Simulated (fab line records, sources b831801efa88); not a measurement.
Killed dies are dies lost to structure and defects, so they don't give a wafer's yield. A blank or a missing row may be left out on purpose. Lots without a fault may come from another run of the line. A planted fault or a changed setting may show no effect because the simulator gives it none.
fab line records | flow sky130
record lots=12 wafers=36 last_day=50
route steps=708 shown POLY_CUT@315 RES_XHIGH@360 LI_CONTACT@362 PAD_OPEN@708
lots that met no fault: from a run of the same line without faults
start_h: hours from the record's first day to the start of the lot's first wafer shown | wait_h: hours since the lot's step before | " the same as in the row above | L1.1+2: a row that stands for several wafers | - no value, or no start given | * or withheld: withheld | < > ~ a bound
route shown NAME@n: a module of which the file shows steps, and the number in the route of the first | usual: mean/standard deviation of fault-free wafers | same: alike in all rows | chamber/n: place in a boat | sites: the reading at each site | _std_site: their standard deviation | _edge_site: outer sites' mean less inner sites' | radius_mm: how far each site lies from the wafer's centre | mask NAME#n: copy n | behind: the tool/chamber that last shaped the wafer | hold: why the lot was held/for how many hours/how that ended | device: the transistor (n, p or np) that didn't switch | end of line: the same wafers' tests at the end of the route | a step without rows: its recipe alone | killed: dies lost to structure and defects at the first sort, not the wafer's yield | map: a wafer's dies, x killed, . not, _ none there
set.NAME: the setting as run; set.NAME@STEP: as run at that earlier step | model.NAME: the simulator's own value behind a step, which no gauge read
steps of the route over a sample of lots; a table a step, a row a wafer
services: from which hour (start_h, from the record's first day; less than 0 if before it) a tool's chamber was out of use, for how many hours, and why
## steps
# step SKY_POLY_CUT_CD_MEAS_08
# recipe target_cd_nm=270
# usual cd_nm=270.1/1.4
# columns lot.wafer tool chamber start_h wait_h cd_nm
L478.3 cd_sem-01 - 558.09 - 269.2
L478.4 " - " " 268.8
L478.5 " - " " 269.5
L480.1 cd_sem-02 - 575.27 - 268.9
L480.5 " - " " 268.6
L480.6 " - " " 269.0
L482.1 cd_sem-01 - 603.47 - 269.5
L482.4 " - " " 268.7
L482.5 " - " " 268.5
L483.1 cd_sem-02 - 604.28 - 269.0
L483.2 " - " " 267.6
L483.6 " - " " 268.8
L485.1 cd_sem-02 - 629.20 - 270.1
L485.3 " - " " 270.1
L485.5 " - " " 269.4
L487.1 cd_sem-02 - 641.92 - 270.5
L487.2 " - " " 268.9
L487.3 " - " " 269.0
L493.2 cd_sem-02 - 695.44 - 268.7
L493.3 " - " " 271.8
L493.5 " - " " 270.8
L494.2 cd_sem-01 - 713.82 - 270.5
L494.3 " - " " 270.3
L494.4 " - " " 271.6
L496.3 cd_sem-01 - 715.31 - 270.2
L496.5 " - " " 271.8
L496.6 " - " " 270.0
L497.2 cd_sem-01 - 717.15 - 273.8
L497.3 " - " " 273.2
L497.5 " - " " 271.7
L499.1 cd_sem-02 - 738.82 - 270.2
L499.4 " - " " 269.9
L499.6 " - " " 271.6
L501.1 cd_sem-01 - 746.57 - 269.2
L501.2 " - " " 268.1
L501.4 " - " " 267.8
# step SKY_POLY_CUT_OVL_MEAS_09
# usual POLY_CUT_OVL=4/4.3
# columns lot.wafer tool chamber start_h wait_h POLY_CUT_OVL[nm]
L478.3 overlay-02 - 558.18 0.1 3
L478.4 " - " " 6
L478.5 " - " " 7
L480.1 overlay-01 - 575.39 0.1 4
L480.5 " - " " -2
L480.6 " - " " -4
L482.1 overlay-01 - 603.59 0.1 9
L482.4 " - " " 6
L482.5 " - " " 4
L483.1 overlay-02 - 604.40 0.1 2
L483.2 " - " " -2
L483.6 " - " " 2
L485.1 overlay-02 - 629.32 0.1 6
L485.3 " - " " 10
L485.5 " - " " 2
L487.1 overlay-01 - 642.04 0.1 8
L487.2 " - " " 12
L487.3 " - " " 10
L493.2 overlay-01 - 695.54 0.1 3
L493.3 " - " " 8
L493.5 " - " " 3
L494.2 overlay-02 - 713.93 0.1 2
L494.3 " - " " 7
L494.4 " - " " 6
L496.3 overlay-01 - 715.40 0.1 10
L496.5 " - " " 2
L496.6 " - " " 3
L497.2 overlay-02 - 717.26 0.1 8
L497.3 " - " " 5
L497.5 " - " " 6
L499.1 overlay-02 - 738.94 0.1 3
L499.4 " - " " 1
L499.6 " - " " -1
L501.1 overlay-01 - 746.69 0.1 -1
L501.2 " - " " 2
L501.4 " - " " -7
# step SKY_SD_N_RS_MEAS_18
# recipe thk_meas_gauge=four-point-probe
# usual RES_XHIGH_RS=333.2/1.2
# columns lot.wafer tool chamber start_h wait_h RES_XHIGH_RS[ohm/sq]
L478.3 film_metro-01 - 645.87 0.1 333.7
L478.4 " - " " 333.7
L478.5 " - " " 332.7
L480.1 film_metro-02 - 662.87 0.1 331.5
L480.5 " - " " 331.4
L480.6 " - " " 333.3
L482.1 film_metro-01 - 689.50 0.1 330.8
L482.4 " - " " 330.5
L482.5 " - " " 331.3
L483.1 film_metro-02 - 691.20 0.1 334.3
L483.2 " - " " 333.3
L483.6 " - " " 333.6
L485.1 film_metro-03 - 715.35 0.1 333.6
L485.3 " - " " 333.3
L485.5 " - " " 331.7
L487.1 film_metro-03 - 728.16 0.1 333.9
L487.2 " - " " 334.1
L487.3 " - " " 334.1
L493.2 film_metro-02 - 779.56 0.1 333.7
L493.3 " - " " 333.8
L493.5 " - " " 334.2
L494.2 film_metro-01 - 798.24 0.1 333.1
L494.3 " - " " 333.7
L494.4 " - " " 332.8
L496.3 film_metro-03 - 798.50 0.1 334.7
L496.5 " - " " 334.4
L496.6 " - " " 335.0
L497.2 film_metro-01 - 800.67 0.1 332.7
L497.3 " - " " 332.3
L497.5 " - " " 333.2
L499.1 film_metro-01 - 822.05 0.1 331.8
L499.4 " - " " 332.5
L499.6 " - " " 330.6
L501.1 film_metro-02 - 828.41 0.1 331.8
L501.2 " - " " 332.8
L501.4 " - " " 333.1
# step SKY_LI_CONTACT_HDPCVD_00
# recipe material=PSG target_thk_nm=930 sigma_open_frac=0.3 time_s=155 temp_c=600 sih4_flow_sccm=60 pressure_mtorr=6
# usual run_length_s=182.7/0.44 susceptor_temp_C=599.99/0.3
# columns lot.wafer tool chamber start_h wait_h run_length_s susceptor_temp_C
L478.3 hdpcvd-01 0 645.96 0.0 183.0 599.76
L478.4 " 0 " " 182.9 599.94
L478.5 " 1 " " 183.5 600.22
L480.1 hdpcvd-01 2 663.01 0.0 182.6 599.79
L480.5 " 0 " " 183.3 600.38
L480.6 " 2 " " 181.7 599.89
L482.1 hdpcvd-01 2 689.64 0.0 182.1 600.14
L482.4 " 0 " " 183.0 599.62
L482.5 " 1 " " 182.7 599.65
L483.1 hdpcvd-01 2 691.34 0.0 182.8 599.64
L483.2 " 0 " " 182.8 600.14
L483.6 " 1 " " 182.7 599.99
L485.1 hdpcvd-01 2 715.48 0.0 222.1 600.29
L485.3 " 0 " " 223.3 599.69
L485.5 " 1 " " 223.8 600.02
L487.1 hdpcvd-01 2 728.30 0.0 222.7 600.49
L487.2 " 1 " " 223.2 599.75
L487.3 " 0 " " 223.3 600.17
L493.2 hdpcvd-02 2 779.68 0.0 183.2 600.50
L493.3 " 0 " " 182.9 599.52
L493.5 " 0 " " 182.1 600.15
L494.2 hdpcvd-01 2 798.36 0.0 182.0 600.19
L494.3 " 0 " " 183.6 600.15
L494.4 " 1 " " 183.5 599.64
L496.3 hdpcvd-02 1 798.60 0.0 182.5 599.68
L496.5 " 0 " " 182.7 599.98
L496.6 " 1 " " 182.4 600.24
L497.2 hdpcvd-02 0 800.78 0.0 182.6 600.47
L497.3 " 1 " " 182.0 600.07
L497.5 " 2 " " 182.8 600.28
L499.1 hdpcvd-01 0 822.18 0.0 182.9 599.62
L499.4 " 0 " " 183.2 599.92
L499.6 " 1 " " 182.9 600.24
L501.1 hdpcvd-01 0 828.55 0.0 182.9 600.00
L501.2 " 1 " " 182.7 599.85
L501.4 " 2 " " 182.1 599.31
# step SKY_LI_CONTACT_THK_MEAS_01
# recipe reads=PSG_of_LI_CONTACT_HDPCVD_00
# usual LI_CONTACT_HDPCVD_THK=936/9.2
# columns lot.wafer tool chamber start_h wait_h LI_CONTACT_HDPCVD_THK[nm]
L478.3 film_metro-02 - 646.09 0.1 960
L478.4 " - " " 948
L478.5 " - " " 946
L480.1 film_metro-01 - 663.11 0.1 947
L480.5 " - " " 961
L480.6 " - " " 946
L482.1 film_metro-01 - 689.74 0.1 943
L482.4 " - " " 949
L482.5 " - " " 936
L483.1 film_metro-01 - 691.44 0.1 940
L483.2 " - " " 948
L483.6 " - " " 931
L485.1 film_metro-02 - 715.59 0.1 1184
L485.3 " - " " 1184
L485.5 " - " " 1178
L487.1 film_metro-03 - 728.40 0.1 1179
L487.2 " - " " 1192
L487.3 " - " " 1189
L493.2 film_metro-02 - 779.79 0.1 913
L493.3 " - " " 933
L493.5 " - " " 930
L494.2 film_metro-02 - 798.47 0.1 928
L494.3 " - " " 933
L494.4 " - " " 939
L496.3 film_metro-01 - 798.72 0.1 935
L496.5 " - " " 946
L496.6 " - " " 934
L497.2 film_metro-01 - 800.90 0.1 937
L497.3 " - " " 934
L497.5 " - " " 922
L499.1 film_metro-02 - 822.29 0.1 943
L499.4 " - " " 944
L499.6 " - " " 949
L501.1 film_metro-03 - 828.65 0.1 932
L501.2 " - " " 940
L501.4 " - " " 930
# step SKY_LI_CONTACT_CMP_02
# recipe material=PSG down_force_psi=4 platen_rpm=60 pad_velocity_m_s=0.94248
# usual edge_zone_pressure_frac=1.001/0.0049 motor_current_A=12.3/0.62 platen_rpm=60.00/0.037 time_to_endpoint_s=34/3.1
# columns lot.wafer tool chamber start_h wait_h edge_zone_pressure_frac motor_current_A platen_rpm time_to_endpoint_s
L478.4 cmp-02 0 646.23 0.1 1.005 12.3 60.02 37
L478.3 " 1 " " 1.000 11.8 59.99 37
L478.5 " 3 " " 0.998 12.9 60.04 38
L480.1 cmp-02 3 663.22 0.1 1.003 12.0 59.97 36
L480.6 " 2 " " 1.002 12.3 60.00 34
L480.5 " 3 " " 1.002 13.4 60.03 36
L482.4 cmp-02 3 689.80 0.0 0.997 12.8 60.03 37
L482.1 " 1 " " 1.004 12.4 60.00 38
L482.5 " 3 " " 1.007 13.1 59.99 33
L483.1 cmp-02 3 691.55 0.1 1.000 12.8 60.03 34
L483.2 " 0 " " 1.007 12.1 59.96 37
L483.6 " 3 " " 1.004 12.8 60.04 33
L485.1 cmp-01 0 715.65 0.1 1.001 11.0 59.95 60
L485.3 " 3 " " 1.004 13.4 59.98 56
L485.5 " 0 " " 0.999 11.0 59.98 59
L487.2 cmp-01 2 728.51 0.1 0.996 12.4 60.02 59
L487.3 " 3 " " 1.002 13.1 60.07 57
L487.1 " 0 " " 1.001 11.0 60.01 64
L493.3 cmp-01 2 779.84 0.0 0.998 11.6 60.08 33
L493.2 " 0 " " 0.997 11.4 60.04 32
L493.5 " 2 " " 1.005 12.1 60.00 34
L494.3 cmp-02 3 798.57 0.1 1.005 12.3 60.04 31
L494.4 " 0 " " 0.993 12.2 60.01 34
L494.2 " 1 " " 0.998 12.5 60.02 35
L496.3 cmp-01 3 798.91 0.2 1.004 12.8 60.03 36
L496.5 " 0 " " 0.994 11.6 59.99 39
L496.6 " 1 " " 1.001 12.0 60.03 40
L497.2 cmp-02 3 800.95 0.0 1.009 13.2 60.00 33
L497.3 " 0 " " 0.999 12.4 59.96 37
L497.5 " 0 " " 0.997 12.2 59.96 35
L499.1 cmp-01 2 822.40 0.1 1.005 12.2 60.00 36
L499.4 " 3 " " 0.997 13.6 59.96 34
L499.6 " 1 " " 1.006 11.5 59.96 36
L501.1 cmp-01 3 828.87 0.2 0.998 13.7 59.97 33
L501.2 " 1 " " 0.995 11.3 59.97 37
L501.4 " 2 " " 1.003 11.3 59.94 37
# step SKY_PAD_OPEN_PROBE_99
# usual killed_at_M0_to_M3=45/7.5 killed_at_M4_up=3.2/1.8 killed_at_contacts=24/4.9 killed_at_front_end=15/4.4 killed_at_other=0.3/0.54 killed_dies=87/9.8 killed_on_rim=17/4.2 killed_open=47/6.4 killed_short=40/6.5
# same gross_dies=492 killed_at_back_side=0
# columns lot.wafer tool chamber start_h wait_h killed_at_M0_to_M3 killed_at_M4_up killed_at_contacts killed_at_front_end killed_at_other killed_dies killed_on_rim killed_open killed_short
L480.1 prober-01 - 1088.10 0.1 40 3 21 21 0 85 16 47 38
L480.5 prober-01 - 1088.30 0.2 57 1 35 12 0 105 29 55 50
L480.6 prober-01 - 1088.35 0.2 47 1 23 14 1 86 14 49 37
L487.1 prober-02 - 1138.86 0.1 67 3 28 14 0 112 24 63 49
L487.2 prober-02 - 1138.91 0.1 55 7 24 11 0 97 24 56 41
L487.3 prober-02 - 1138.96 0.2 51 4 25 12 1 93 14 54 39
# killed by level:class
L480.1 CONTACT:geometric_particle:open=9 VIA1:geometric_particle:open=9 VIA1:geometric_particle:short=8 LI_CONTACT:geometric_particle:open=5 VIA2:geometric_particle:open=5 VIA3:geometric_particle:open=5 POLY_GATE:geometric_particle:short=4 FIELD_ISO:geometric_particle:open=3
L480.5 VIA1:geometric_particle:open=23 CONTACT:geometric_particle:open=12 LOCAL_INTERCONNECT:geometric_particle:short=9 METAL2:geometric_particle:short=8 CONTACT:geometric_particle:short=7 VIA2:geometric_particle:open=6 METAL3:geometric_particle:short=5 FIELD_ISO:geometric_particle:short=3
L480.6 CONTACT:geometric_particle:open=9 VIA1:geometric_particle:open=9 LI_CONTACT:geometric_particle:open=7 METAL1:geometric_particle:short=7 METAL2:geometric_particle:short=7 FIELD_ISO:geometric_particle:short=6 METAL1:geometric_particle:open=6 VIA2:geometric_particle:open=6
L487.1 VIA1:geometric_particle:open=13 LI_CONTACT:geometric_particle:open=11 VIA1:geometric_particle:short=11 VIA2:geometric_particle:open=11 CONTACT:geometric_particle:open=8 VIA3:geometric_particle:open=7 METAL2:geometric_particle:short=7 METAL1:geometric_particle:short=7
L487.2 VIA1:geometric_particle:open=13 CONTACT:geometric_particle:open=8 VIA2:geometric_particle:open=7 LI_CONTACT:geometric_particle:open=6 VIA1:geometric_particle:short=6 METAL1:geometric_particle:short=6 VIA3:geometric_particle:open=6 METAL4:geometric_particle:short=5
L487.3 VIA2:geometric_particle:open=13 VIA1:geometric_particle:open=10 CONTACT:geometric_particle:open=8 VIA1:geometric_particle:short=8 LI_CONTACT:geometric_particle:short=7 POLY_GATE:geometric_particle:open=5 LI_CONTACT:geometric_particle:open=5 METAL2:geometric_particle:short=5
## services
# columns tool chamber start_h hours kind
hdpcvd-02 - 622.45 2.8 pm
hdpcvd-01 0 624.47 6.6 repair
hdpcvd-02 2 644.73 10.5 repair
hdpcvd-02 - 650.75 15.0 pm
hdpcvd-02 0 650.75 15.0 vent_cycle
hdpcvd-02 1 650.75 15.0 vent_cycle
hdpcvd-02 2 650.75 15.0 vent_cycle
cmp-02 - 657.05 4.0 pm
hdpcvd-02 0 665.75 - clean
hdpcvd-02 1 665.75 - clean
hdpcvd-02 2 665.75 - clean
hdpcvd-02 2 705.53 2.7 repair
cmp-02 - 716.44 11.6 pm
cmp-01 - 737.57 0.2 repair
cmp-01 - 741.56 22.3 repair
hdpcvd-01 - 744.24 13.1 repair
cmp-01 - 763.89 4.0 pm
cmp-01 - 767.89 - consumable_replace:conditioner
cmp-01 - 767.89 - consumable_replace:pad
cmp-02 - 784.41 0.7 repair
## key
first_sign step=SKY_LI_CONTACT_HDPCVD_00 reading=run_length_s direction=up sigmas=91 usual=* struck=*
effect step=SKY_LI_CONTACT_THK_MEAS_01 reading=LI_CONTACT_HDPCVD_THK direction=up sigmas=27 usual=936 struck=1184
effect step=SKY_LI_CONTACT_CMP_02 reading=time_to_endpoint_s direction=up sigmas=8.2 usual=* struck=*
met_at SKY_LI_CONTACT_HDPCVD_00
struck_lots L485,L487
tester_left_out L485,L487
not_acting_at SKY_POLY_CUT_CD_MEAS_08,SKY_POLY_CUT_OVL_MEAS_09,SKY_SD_N_RS_MEAS_18
onset_between 691.34 715.48
fault kind=process_parameter_drift tool=hdpcvd-01 chamber=- onset_h=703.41 steps=SKY_LI_CONTACT_HDPCVD_00 channel=time_s offset=* shape=step end_h=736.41 acts_in=* stated=*
# tester_left_out: of these lots the tester's yield and bins aren't shown, on N5 and GAA mostly nor the transistor test; their killed dies are dies lost to structure and defects alone, not to doping, threshold or leakage, so they don't give the yield
